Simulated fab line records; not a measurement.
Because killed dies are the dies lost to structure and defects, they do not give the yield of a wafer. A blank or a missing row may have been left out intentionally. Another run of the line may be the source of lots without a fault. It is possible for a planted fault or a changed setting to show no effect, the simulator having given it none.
Commonality check across tools + flow gf180mcu + 11 lots and 39 wafers in the sample

REASON IT WAS OPENED
At GF_HV_LDD_TW_MEAS_38 the reading HV_LDD_3_TW is flagged on 2 of 11 lots. Fault-free wafers read 1438, with a standard deviation of 6.
Rule: a lot is flagged when every wafer of it that has a number lies more than 4 standard deviations from that mean, or none has a number. The rest of the lots are taken to be sound.

| lot  | measured     | on            | HV_LDD_3_TW, wafer by wafer   | flag    |
|------|--------------|---------------|-------------------------------|---------|
| L180 | day 11 17:17 | film-metro-02 | 1438 1434 1438                |         |
| L182 | day 12 15:37 | film-metro-04 | 1440 1432 1444                |         |
| L184 | day 13 06:26 | film-metro-03 | 1368 1379 1377 1379 1377 1370 | FLAGGED |
| L187 | day 14 08:44 | film-metro-02 | 1382 1381 1382 1374 1377 1381 | FLAGGED |
| L189 | day 14 16:56 | film-metro-03 | 1438 1442 1435                |         |
| L191 | day 15 10:08 | film-metro-02 | 1438 1441 1448                |         |
| L195 | day 16 23:38 | film-metro-04 | 1441 1435 1440                |         |
| L196 | day 17 08:20 | film-metro-04 | 1443 1433 1434                |         |
| L198 | day 17 21:37 | film-metro-02 | 1443 1444 1446                |         |
| L201 | day 18 16:35 | film-metro-02 | 1445 1442 1437                |         |
| L202 | day 19 01:44 | film-metro-02 | 1436 1445 1449                |         |
The numbers of the flagged lots are 1377 on average: -61 against the usual, or -10 standard deviations.

LOT BY LOT: THE TOOL USED
3 process steps preceding the reading are held in the record, out of 602 steps in the route. Each cell gives the tool, then ch followed by the chambers the sampled wafers passed through, then the start.
| lot  | flag    | GF_POLY_GATE_ETCH_12               | GF_HV_LDD_STRIP_22                   | GF_HV_LDD_IMPLANT_34            |
|------|---------|------------------------------------|--------------------------------------|---------------------------------|
| L180 |         | rie-diel-03 ch 0,2,3, day 9 07:14  | plasma-asher-04 ch 0,1, day 10 21:46 | implanter-04 ch 0, day 11 16:44 |
| L182 |         | rie-diel-03 ch 0,2, day 10 03:29   | plasma-asher-01 ch 0,1, day 11 19:05 | implanter-03 ch 0, day 12 15:04 |
| L184 | FLAGGED | rie-diel-01 ch 0,1,3, day 10 17:20 | plasma-asher-04 ch 0,1, day 12 09:44 | implanter-03 ch 0, day 13 05:53 |
| L187 | FLAGGED | rie-diel-03 ch 0,1,3, day 11 17:38 | plasma-asher-02 ch 0,1, day 13 11:46 | implanter-03 ch 0, day 14 08:13 |
| L189 |         | rie-diel-01 ch 2,3, day 12 00:08   | plasma-asher-04 ch 0,1, day 13 19:04 | implanter-01 ch 0, day 14 16:23 |
| L191 |         | rie-diel-03 ch 0,1,3, day 12 17:47 | plasma-asher-01 ch 0,1, day 14 11:43 | implanter-04 ch 0, day 15 09:35 |
| L195 |         | rie-diel-01 ch 0,1,3, day 14 04:04 | plasma-asher-02 ch 0,1, day 15 23:55 | implanter-03 ch 0, day 16 23:06 |
| L196 |         | rie-diel-01 ch 2,3, day 14 11:05   | plasma-asher-01 ch 0,1, day 16 08:35 | implanter-03 ch 0, day 17 07:48 |
| L198 |         | rie-diel-01 ch 0,2,3, day 14 22:53 | plasma-asher-01 ch 0,1, day 16 22:11 | implanter-01 ch 0, day 17 21:04 |
| L201 |         | rie-diel-02 ch 0,1,3, day 15 15:38 | plasma-asher-01 ch 0,1, day 17 16:06 | implanter-03 ch 0, day 18 16:02 |
| L202 |         | rie-diel-02 ch 0,2,3, day 16 00:50 | plasma-asher-04 ch 0,1, day 18 01:04 | implanter-03 ch 0, day 19 01:11 |
What the steps here do:
- GF_POLY_GATE_ETCH_12: etches BARC in N2/H2.
- GF_HV_LDD_STRIP_22: strips in O2/N2.
- GF_HV_LDD_IMPLANT_34
- GF_HV_LDD_TW_MEAS_38

FLAGGED AGAINST TOTAL, ONE TOOL AT A TIME (gauges that did the reading follow at the end)
| step                 | tool            | lots run | flagged | share of the flagged lots | sound lots run after its first flagged lot |
|----------------------|-----------------|----------|---------|---------------------------|--------------------------------------------|
| GF_POLY_GATE_ETCH_12 | rie-diel-01     | 5        | 1       | some                      | 4 (L189,L195,L196,L198)                    |
| GF_POLY_GATE_ETCH_12 | rie-diel-02     | 2        | 0       | none                      | -                                          |
| GF_POLY_GATE_ETCH_12 | rie-diel-03     | 4        | 1       | some                      | 1 (L191)                                   |
| GF_HV_LDD_STRIP_22   | plasma-asher-01 | 5        | 0       | none                      | -                                          |
| GF_HV_LDD_STRIP_22   | plasma-asher-02 | 2        | 1       | some                      | 1 (L195)                                   |
| GF_HV_LDD_STRIP_22   | plasma-asher-04 | 4        | 1       | some                      | 2 (L189,L202)                              |
| GF_HV_LDD_IMPLANT_34 | implanter-01    | 2        | 0       | none                      | -                                          |
| GF_HV_LDD_IMPLANT_34 | implanter-03    | 7        | 2       | all                       | 4 (L195,L196,L201,L202)                    |
| GF_HV_LDD_IMPLANT_34 | implanter-04    | 2        | 0       | none                      | -                                          |
| GF_HV_LDD_TW_MEAS_38 | film-metro-02   | 6        | 1       | some                      | 4 (L191,L198,L201,L202)                    |
| GF_HV_LDD_TW_MEAS_38 | film-metro-03   | 2        | 1       | some                      | 1 (L189)                                   |
| GF_HV_LDD_TW_MEAS_38 | film-metro-04   | 3        | 0       | none                      | -                                          |

WHAT THE TABLE PERMITS
In the table, 1 row covers all flagged lots: implanter-03 at GF_HV_LDD_IMPLANT_34.
- implanter-03 at GF_HV_LDD_IMPLANT_34: 2 of its 7 lots flagged. Lots that were sound ran on it after the first flagged one (L195, L196, L201, L202); a persistent fault on the entire tool would not allow that. Its own readings (dose-ions-cm2, faraday-current-uA) fall more than 4 standard deviations out on all wafers of the flagged lots.
There is no row in the table that ran each flagged lot and no sound lot after the first.

WHAT THE SIMULATOR HAD PUT IN
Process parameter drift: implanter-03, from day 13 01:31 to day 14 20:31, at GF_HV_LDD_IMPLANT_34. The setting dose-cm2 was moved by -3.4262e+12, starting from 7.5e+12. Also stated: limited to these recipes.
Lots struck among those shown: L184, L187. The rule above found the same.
